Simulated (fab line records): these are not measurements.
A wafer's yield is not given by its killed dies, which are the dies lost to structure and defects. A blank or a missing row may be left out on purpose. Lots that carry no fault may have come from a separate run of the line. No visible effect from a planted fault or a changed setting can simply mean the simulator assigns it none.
Comparing a struck lot with a sound one    flow sky130    16 steps out of a route of 708
Sound: the wafers L415.1, L415.2, L415.3. Struck: wafers L424.1, L424.5, L424.6. Last of all comes the cause.
Each step with rows lists, per side, the tool, then ch with its chambers, then its first start. Under that, the readings that differ: sound wafers    struck wafers    difference of the means    sigmas: that difference in standard deviations of wafers without a fault.
alike: a reading whose means differ by less than 2 such deviations, as well as words and numbers matching on both sides. not compared: withheld readings; readings where some wafer has no value; bounds like >300 that might hide an equal value; numbers whose values overlap and for which the record gives no deviation.
The two part at a step that has a row with sigmas, a row that says differs or no value, or rows on one side only. Numbers that have no deviation but don't overlap get no sigmas and don't part them. Lack of a reading on every wafer of one side parts them only where that side has two or more wafers.

first, 2 steps without rows for these wafers: SKY_DNWELL_DEVELOP_06 (develop time 60 s); SKY_DNWELL_IMPLANT_07.
SKY_DNWELL_STRIP_08: strips in O2/N2.
  sound on plasma-asher-01 ch 0,1, day 3 21:15; struck on plasma-asher-02 ch 0,1, day 6 01:42
  alike: drypump-motor-current-A, oes-product-au, strip-time-to-endpoint-s
  not compared: rf-hours-counter-h
SKY_DNWELL_TW_MEAS_09:
  sound: film-metro-02 at day 3 21:21; struck: film-metro-02 at day 6 01:48
  alike: DNWELL_TW
then, 7 steps without rows for these wafers: SKY_PWDE_DEHYDRATE_00 (time 60 s); SKY_PWDE_HMDS_01 (prime time 60 s); SKY_PWDE_COAT_02 (resist thk 3000 nm); SKY_PWDE_SOFTBAKE_03; SKY_PWDE_EXPOSE_04 (exposes mask PWDEM, target cd 840 nm); SKY_PWDE_PEB_05; SKY_PWDE_DEVELOP_06 (develop time 60 s).
SKY_PWDE_OVL_MEAS_07:
  sound: overlay-02 at day 4 13:42; struck: overlay-02 at day 6 20:36
  alike: PWDE_OVL
SKY_PWDE_IMPLANT_08:
  sound on implanter-01 ch 0, day 4 13:44; struck on implanter-04 ch 0, day 6 20:38
reading                    sound              struck             difference  sigmas
implant-ion-amu            11 11 11           49 49 49           +38         
model.implant.rp-nm (nm)   454.8 454.8 454.8  110.1 110.1 110.1  -344.7      
model.implant.drp-nm (nm)  97.97 97.97 97.97  46.43 46.43 46.43  -51.54      
  alike: dose-ions-cm2
SKY_PWDE_STRIP_09: strips in O2/N2.
  sound on plasma-asher-02 ch 0,1, day 4 13:53; struck on plasma-asher-03 ch 0,1, day 6 20:47
  alike: drypump-motor-current-A, oes-product-au, strip-time-to-endpoint-s
  not compared: rf-hours-counter-h
SKY_PWDE_TW_MEAS_10:
  sound: film-metro-03 at day 4 13:59; struck: film-metro-02 at day 6 21:07
reading  sound              struck             difference  sigmas
PWDE_TW  373.8 373.9 375.6  716.5 719.8 714.9  +342.6      +99 or more
  not compared: hold
SKY_PAD_OPEN_PROBE_99:
  the record has rows for the sound wafers here (prober-02, day 47 01:11) and none for the struck ones

WHERE THEY PART
Earliest at SKY_PWDE_TW_MEAS_10; latest, in this record, at SKY_PAD_OPEN_PROBE_99.

WHY: what the simulator had put in
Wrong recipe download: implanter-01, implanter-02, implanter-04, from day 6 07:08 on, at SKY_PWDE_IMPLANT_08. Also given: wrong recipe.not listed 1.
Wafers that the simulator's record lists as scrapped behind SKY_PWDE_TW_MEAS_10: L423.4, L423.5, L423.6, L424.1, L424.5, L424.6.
